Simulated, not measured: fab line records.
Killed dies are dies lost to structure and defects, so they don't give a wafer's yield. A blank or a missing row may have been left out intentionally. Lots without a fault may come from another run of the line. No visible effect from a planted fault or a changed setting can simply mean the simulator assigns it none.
fab line records	flow gf180mcu
[record] lots = 12	wafers = 36	last-day = 34
route steps=602 shown STI@13 VT_IMPLANT@121 POLY_GATE@157
lots that met no fault: taken from a fault-free run of the same line
start-h: start of the lot's first displayed wafer, in hours after the record's first day	wait-h: hours since the lot's step before	" unchanged from the row above	L1.1+2: several wafers, shown together as one row	- no value, or no start given	* or withheld: withheld	< > ~ a bound
route shown NAME@n: names a module that has steps shown in the file, with the first one's number in the route	usual: mean/standard deviation of fault-free wafers	same: alike in all rows	chamber/n: place in a boat	sites: readings site by site	_std_site: standard deviation across them	_edge_site: the outer-site mean with the inner-site mean subtracted	radius-mm: for every site, how far away it sits from the centre of the wafer	mask NAME#n: copy n	behind: the last tool/chamber to shape the wafer	hold: why the lot was held/for how many hours/how that ended	device: the n, p or np transistor that did not switch	end of line: the tests these same wafers got at the end of their route	a step with no rows: only its recipe	killed: dies that structure and defects cost at the first sort, which is not the same as the wafer's yield	map: dies across one wafer; x = killed, . = not, _ = none there
set.NAME: the run value of the setting; set.NAME@STEP: its run value at that earlier step	model.NAME: the simulator's own value behind a step, which no gauge read
a sample of lots followed through the steps of the route, with each step as a table and each wafer as a row
services: the hour from which a tool's chamber was out of use, counted from the record's first day as start-h (under 0 if before that day), plus the number of hours and why
[[steps]]
[step GF_STI_CD_MEAS_12]
[recipe] target-cd-nm = 220
[usual] cd-nm = 220.1/1.1
lot.wafer	tool	chamber	start-h	wait-h	cd-nm
L494.2	cd-sem-02	-	30.49	0.1	221.0
L494.3	"	-	"	"	220.1
L494.6	"	-	"	"	221.4
L495.1	cd-sem-02	-	34.42	0.1	221.9
L495.2	"	-	"	"	220.8
L495.5	"	-	"	"	221.1
L496.1	cd-sem-01	-	40.17	0.1	219.2
L496.4	"	-	"	"	219.2
L496.6	"	-	"	"	219.5
L497.3	cd-sem-02	-	49.34	0.1	220.1
L497.4	"	-	"	"	219.8
L497.6	"	-	"	"	219.9
L499.3	cd-sem-01	-	56.01	0.1	219.8
L499.4	"	-	"	"	219.7
L499.6	"	-	"	"	219.1
L500.2	cd-sem-02	-	61.19	0.1	220.3
L500.5	"	-	"	"	220.3
L500.6	"	-	"	"	221.0
L501.1	cd-sem-02	-	66.37	0.1	220.2
L501.2	"	-	"	"	218.8
L501.5	"	-	"	"	218.4
L503.1	cd-sem-01	-	77.07	0.1	219.5
L503.3	"	-	"	"	218.8
L503.5	"	-	"	"	219.9
L508.1	cd-sem-02	-	102.44	0.2	221.0
L508.5	"	-	"	"	219.7
L508.6	"	-	"	"	219.4
L510.2	cd-sem-01	-	114.09	0.1	221.2
L510.4	"	-	"	"	220.8
L510.6	"	-	"	"	220.7
L512.3	cd-sem-01	-	122.16	0.1	219.6
L512.4	"	-	"	"	220.9
L512.6	"	-	"	"	220.2
L516.1	cd-sem-01	-	144.75	0.1	220.0
L516.3	"	-	"	"	220.5
L516.5	"	-	"	"	221.3
[step GF_VT_IMPLANT_STRIP_31]
[recipe] chemistry = O2/N2	power-w = 1400	pressure-mtorr = 1500	platen-temp-c = 250	o2-flow-sccm = 3000	n2-flow-sccm = 300	overash-fraction = 0.5
[usual] drypump-motor-current-A = 5.98/0.3	heater-power-w = 345/37	o2-flow-sccm = 3001/9.8	oes-product-au = 0.716/0.0044	strip-time-to-endpoint-s = 12.61/0.038
lot.wafer	tool	chamber	start-h	wait-h	drypump-motor-current-A	heater-power-w	o2-flow-sccm	oes-product-au	rf-hours-counter-h	strip-time-to-endpoint-s
L494.2	plasma-asher-04	0	148.66	0.1	6.24	407	2998	0.720	49	12.59
L494.3	"	0	"	"	6.25	411	2995	0.721	-	12.60
L494.6	"	0	"	"	6.26	400	2989	0.714	-	12.61
L495.1	plasma-asher-03	1	151.19	0.1	6.08	338	3019	0.718	36	12.57
L495.2	"	0	"	"	5.34	364	3000	0.718	36	12.57
L495.5	"	1	"	"	6.06	343	3003	0.715	-	12.61
L496.1	plasma-asher-03	1	157.48	0.1	6.08	338	3001	0.717	36	12.57
L496.4	"	1	"	"	6.07	336	2984	0.721	-	12.58
L496.6	"	1	"	"	6.06	330	3006	0.719	-	12.57
L497.3	plasma-asher-04	0	167.17	0.1	6.25	410	3013	0.721	-	12.60
L497.4	"	1	"	"	6.07	323	2994	0.715	-	12.61
L497.6	"	1	"	"	6.09	322	2996	0.716	-	12.64
L499.3	plasma-asher-04	1	179.12	0.1	6.08	327	3016	0.717	-	12.58
L499.4	"	0	"	"	6.25	408	2986	0.711	-	12.64
L499.6	"	1	"	"	6.07	316	3021	0.708	-	12.62
L500.2	plasma-asher-02	1	187.88	0.1	6.10	308	2981	0.712	6	12.63
L500.5	"	1	"	"	6.14	301	3000	0.715	-	12.66
L500.6	"	0	"	"	5.93	311	2994	0.718	-	12.61
L501.1	plasma-asher-04	1	190.03	0.1	6.04	325	3018	0.715	54	12.59
L501.2	"	0	"	"	6.22	413	3000	0.711	54	12.59
L501.5	"	1	"	"	6.03	325	3007	0.710	-	12.59
L503.1	plasma-asher-04	1	206.91	0.1	6.06	324	2991	0.716	55	12.59
L503.3	"	1	"	"	6.07	319	3007	0.709	-	12.57
L503.5	"	1	"	"	6.05	319	2998	0.713	-	12.57
L508.1	plasma-asher-04	1	238.78	0.1	6.07	310	2992	0.706	58	12.64
L508.5	"	0	"	"	6.24	409	3007	0.720	-	12.66
L508.6	"	1	"	"	6.07	324	2999	0.718	-	12.64
L510.2	plasma-asher-04	1	255.83	0.1	6.07	322	2990	0.722	60	12.51
L510.4	"	0	"	"	6.25	417	2999	0.721	-	12.59
L510.6	"	0	"	"	6.23	407	2997	0.712	-	12.57
L512.3	plasma-asher-02	0	264.77	0.1	5.94	307	2999	0.724	-	12.62
L512.4	"	1	"	"	6.07	318	3004	0.710	-	12.66
L512.6	"	1	"	"	6.09	313	2990	0.721	-	12.67
L516.1	plasma-asher-04	1	295.83	0.1	6.07	322	3006	0.709	65	12.65
L516.3	"	0	"	"	6.22	419	3012	0.710	-	12.66
L516.5	"	0	"	"	6.24	411	2995	0.713	-	12.60
[step GF_POLY_GATE_CVD_00]
[recipe] material = poly-Si	target-thk-nm = 200	temp-c = 620	time-s = 1200	pressure-mtorr = 200
[usual] spike-tc-centre-C = 621.4/1.6	zone-power-centre-pct = 10.2/0.35	zone-power-lower-pct = 9.1/0.36	zone-power-upper-pct = 8.2/0.49
lot.wafer	tool	chamber	start-h	wait-h	spike-tc-centre-C	zone-power-centre-pct	zone-power-lower-pct	zone-power-upper-pct
L494.2	lpcvd-02	1	185.06	0.0	619.1	10.1	9.0	8.8
L494.3	"	1	"	"	619.2	10.4	9.1	8.7
L494.6	"	1	"	"	619.6	10.5	9.0	8.6
L495.1	lpcvd-02	1	188.56	0.6	620.2	10.3	9.2	8.7
L495.2	"	1	"	"	620.6	10.4	9.1	8.8
L495.5	"	1	"	"	619.9	10.4	9.2	8.8
L496.1	lpcvd-02	1	195.85	0.0	621.8	10.4	9.0	8.9
L496.4	"	1	"	"	620.5	10.5	8.9	8.6
L496.6	"	1	"	"	620.6	10.4	8.9	8.7
L497.3	lpcvd-01	1	206.14	0.0	620.3	10.5	9.7	8.2
L497.4	"	1	"	"	621.5	10.5	9.4	8.1
L497.6	"	1	"	"	621.7	10.7	9.5	8.2
L499.3	lpcvd-02	0	217.81	0.0	623.0	10.4	8.4	8.2
L499.4	"	0	"	"	621.0	10.5	8.5	8.0
L499.6	"	0	"	"	622.2	10.3	8.4	8.0
L500.2	lpcvd-02	0	228.96	0.0	623.1	10.2	8.5	8.1
L500.5	"	0	"	"	622.1	10.3	8.5	8.0
L500.6	"	0	"	"	622.9	10.3	8.4	8.1
L501.1	lpcvd-01	1	230.52	0.0	621.7	10.5	9.5	8.3
L501.2	"	1	"	"	619.4	10.5	9.6	8.2
L501.5	"	1	"	"	618.6	10.6	9.4	8.4
L503.1	lpcvd-02	1	248.32	0.0	622.4	10.4	9.1	9.0
L503.3	"	1	"	"	621.1	10.4	9.1	8.7
L503.5	"	1	"	"	619.9	10.4	9.2	8.8
L508.1	lpcvd-01	1	285.79	0.0	638.7	14.0	7.8	6.8
L508.5	"	1	"	"	638.8	14.1	7.8	6.6
L508.6	"	1	"	"	638.7	14.3	7.8	6.8
L510.2	lpcvd-02	0	305.06	0.0	623.2	10.3	8.5	8.1
L510.4	"	0	"	"	620.6	10.4	8.4	8.1
L510.6	"	0	"	"	621.8	10.3	8.4	8.1
L512.3	lpcvd-01	0	313.49	0.0	622.0	9.8	9.2	7.5
L512.4	"	0	"	"	624.3	9.7	9.1	7.4
L512.6	"	0	"	"	623.6	9.8	9.1	7.6
L516.1	lpcvd-02	1	342.27	0.0	620.2	10.4	9.1	8.9
L516.3	"	1	"	"	621.4	10.2	9.2	8.9
L516.5	"	1	"	"	621.2	10.6	9.1	8.8
[step GF_POLY_GATE_THK_MEAS_01]
[recipe] reads = poly-Si_of_POLY_GATE_CVD_00
[usual] POLY_GATE_CVD_00_THK = 199.6/1.9
lot.wafer	tool	chamber	start-h	wait-h	POLY_GATE_CVD_00_THK[nm]
L494.2	film-metro-03	-	186.40	0.0	200.4
L494.3	"	-	"	"	200.9
L494.6	"	-	"	"	200.2
L495.1	film-metro-01	-	189.89	0.0	201.7
L495.2	"	-	"	"	199.1
L495.5	"	-	"	"	201.2
L496.1	film-metro-01	-	197.18	0.0	205.7
L496.4	"	-	"	"	204.2
L496.6	"	-	"	"	202.8
L497.3	film-metro-01	-	208.18	0.0	196.0
L497.4	"	-	"	"	196.5
L497.6	"	-	"	"	197.0
L499.3	film-metro-01	-	219.83	0.0	200.8
L499.4	"	-	"	"	198.3
L499.6	"	-	"	"	201.5
L500.2	film-metro-03	-	230.31	0.0	202.5
L500.5	"	-	"	"	203.5
L500.6	"	-	"	"	202.0
L501.1	film-metro-01	-	232.52	0.0	199.1
L501.2	"	-	"	"	198.8
L501.5	"	-	"	"	199.8
L503.1	film-metro-02	-	249.65	0.0	201.1
L503.3	"	-	"	"	202.7
L503.5	"	-	"	"	200.2
L508.1	film-metro-01	-	287.12	0.0	229.9
L508.5	"	-	"	"	234.4
L508.6	"	-	"	"	228.5
L510.2	film-metro-02	-	307.07	0.0	196.5
L510.4	"	-	"	"	197.1
L510.6	"	-	"	"	199.7
L512.3	film-metro-01	-	314.89	0.1	199.0
L512.4	"	-	"	"	199.6
L512.6	"	-	"	"	200.2
L516.1	film-metro-02	-	343.61	0.0	200.1
L516.3	"	-	"	"	202.2
L516.5	"	-	"	"	201.2
[step GF_POLY_GATE_ETCH_12]
[recipe] chemistry = N2/H2	target-depth-a = withheld	overetch-a = withheld	time-s = withheld	target = BARC	ion-energy-ev = 200	source-w = 500	bias-w = 100	pressure-mtorr = 30	n2-flow-sccm = 100	h2-flow-sccm = 200
[usual] drypump-motor-current-A = 5.7/0.46	oes-product-au = 0.736/0.0042	throttle-valve-pct = 13.214/0.0082
lot.wafer	tool	chamber	start-h	wait-h	drypump-motor-current-A	oes-product-au	throttle-valve-pct
L494.2	rie-diel-01	0	203.90	0.0	5.6	0.733	13.217
L494.3	"	2	"	"	6.3	0.732	13.226
L494.6	"	1	"	"	4.9	0.732	13.207
L495.1	rie-diel-04	1	207.26	0.0	6.0	0.735	13.216
L495.2	"	0	"	"	5.6	0.734	13.223
L495.5	"	2	"	"	5.4	0.734	13.231
L496.1	rie-diel-04	2	214.75	0.0	5.3	0.734	13.221
L496.4	"	3	"	"	5.9	0.733	13.201
L496.6	"	0	"	"	5.6	0.738	13.230
L497.3	rie-diel-04	3	225.50	0.0	5.9	0.741	13.216
L497.4	"	1	"	"	6.0	0.729	13.231
L497.6	"	2	"	"	5.4	0.730	13.204
L499.3	rie-diel-03	3	237.33	0.0	5.4	0.729	13.205
L499.4	"	0	"	"	5.7	0.733	13.206
L499.6	"	1	"	"	6.6	0.737	13.214
L500.2	rie-diel-01	3	249.08	0.0	5.4	0.738	13.204
L500.5	"	2	"	"	6.3	0.733	13.207
L500.6	"	1	"	"	4.9	0.728	13.207
L501.1	rie-diel-01	2	250.98	0.0	6.3	0.736	13.216
L501.2	"	3	"	"	5.4	0.733	13.217
L501.5	"	1	"	"	4.9	0.736	13.204
L503.1	rie-diel-03	0	268.48	0.0	5.6	0.732	13.208
L503.3	"	2	"	"	5.8	0.734	13.219
L503.5	"	0	"	"	5.6	0.735	13.218
L508.1	rie-diel-04	3	304.82	0.0	5.9	0.742	13.221
L508.5	"	0	"	"	5.6	0.728	13.202
L508.6	"	1	"	"	6.0	0.735	13.213
L510.2	rie-diel-03	1	326.77	0.0	6.6	0.738	13.216
L510.4	"	3	"	"	5.4	0.735	13.209
L510.6	"	2	"	"	5.8	0.738	13.210
L512.3	rie-diel-04	1	335.02	0.0	6.0	0.735	13.210
L512.4	"	0	"	"	5.6	0.741	13.219
L512.6	"	2	"	"	5.4	0.737	13.218
L516.1	rie-diel-04	0	366.02	0.0	5.6	0.734	13.210
L516.3	"	2	"	"	5.4	0.729	13.222
L516.5	"	0	"	"	5.6	0.737	13.221
[[services]]
tool	chamber	start-h	hours	kind
rie-diel-03	0	128.56	-	clean
rie-diel-03	0	128.56	15.7	scheduled-down
rie-diel-01	0	138.54	5.5	repair
rie-diel-01	2	150.85	3.4	repair
rie-diel-04	3	153.01	8.7	repair
plasma-asher-02	-	161.97	14.6	pm
rie-diel-01	2	171.84	2.4	repair
plasma-asher-03	-	173.56	0.5	repair
plasma-asher-03	-	176.81	2.4	repair
rie-diel-04	-	182.84	2.8	pm
rie-diel-01	3	197.40	4.3	repair
rie-diel-04	3	209.68	3.3	repair
rie-diel-04	1	216.45	2.8	repair
rie-diel-04	2	255.18	1.3	repair
rie-diel-01	1	256.47	10.2	repair
rie-diel-04	3	260.57	-	clean
rie-diel-04	3	260.57	12.8	scheduled-down
rie-diel-04	3	260.57	12.8	vent-cycle
plasma-asher-03	-	266.85	33.5	repair
rie-diel-04	0	293.20	7.0	repair
plasma-asher-02	-	299.49	4.1	repair
plasma-asher-04	-	317.19	0.8	repair
lpcvd-01	-	347.07	0.8	pm
rie-diel-04	0	350.58	11.9	repair
[[key]]
[first-sign] step = GF_POLY_GATE_CVD_00	reading = zone-power-centre-pct	direction = up	sigmas = 11	usual = 10.2	struck = 14.1
[effect] step = GF_POLY_GATE_CVD_00	reading = spike-tc-centre-C	direction = up	sigmas = 11	usual = 621.4	struck = 638.8
[effect] step = GF_POLY_GATE_THK_MEAS_01	reading = POLY_GATE_CVD_00_THK	direction = up	sigmas = 16	usual = 199.6	struck = 230.9
met-at GF_POLY_GATE_CVD_00
struck-lots L508
struck-wafers L508.1,L508.5,L508.6
tester-left-out L508
not-acting-at GF_STI_CD_MEAS_12,GF_VT_IMPLANT_STRIP_31,GF_POLY_GATE_ETCH_12
onset-between 230.52 285.79
[fault] kind = process-parameter-drift	tool = lpcvd-01	chamber = 1	onset-h = 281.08	steps = GF_POLY_GATE_CVD_00	channel = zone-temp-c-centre	offset = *	shape = step	end-h = 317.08
// tester-left-out: of these lots the tester's yield and bins aren't shown, on N5 and GAA mostly nor the transistor test; their killed dies are dies lost to structure and defects alone, not to doping, threshold or leakage, so they don't give the yield
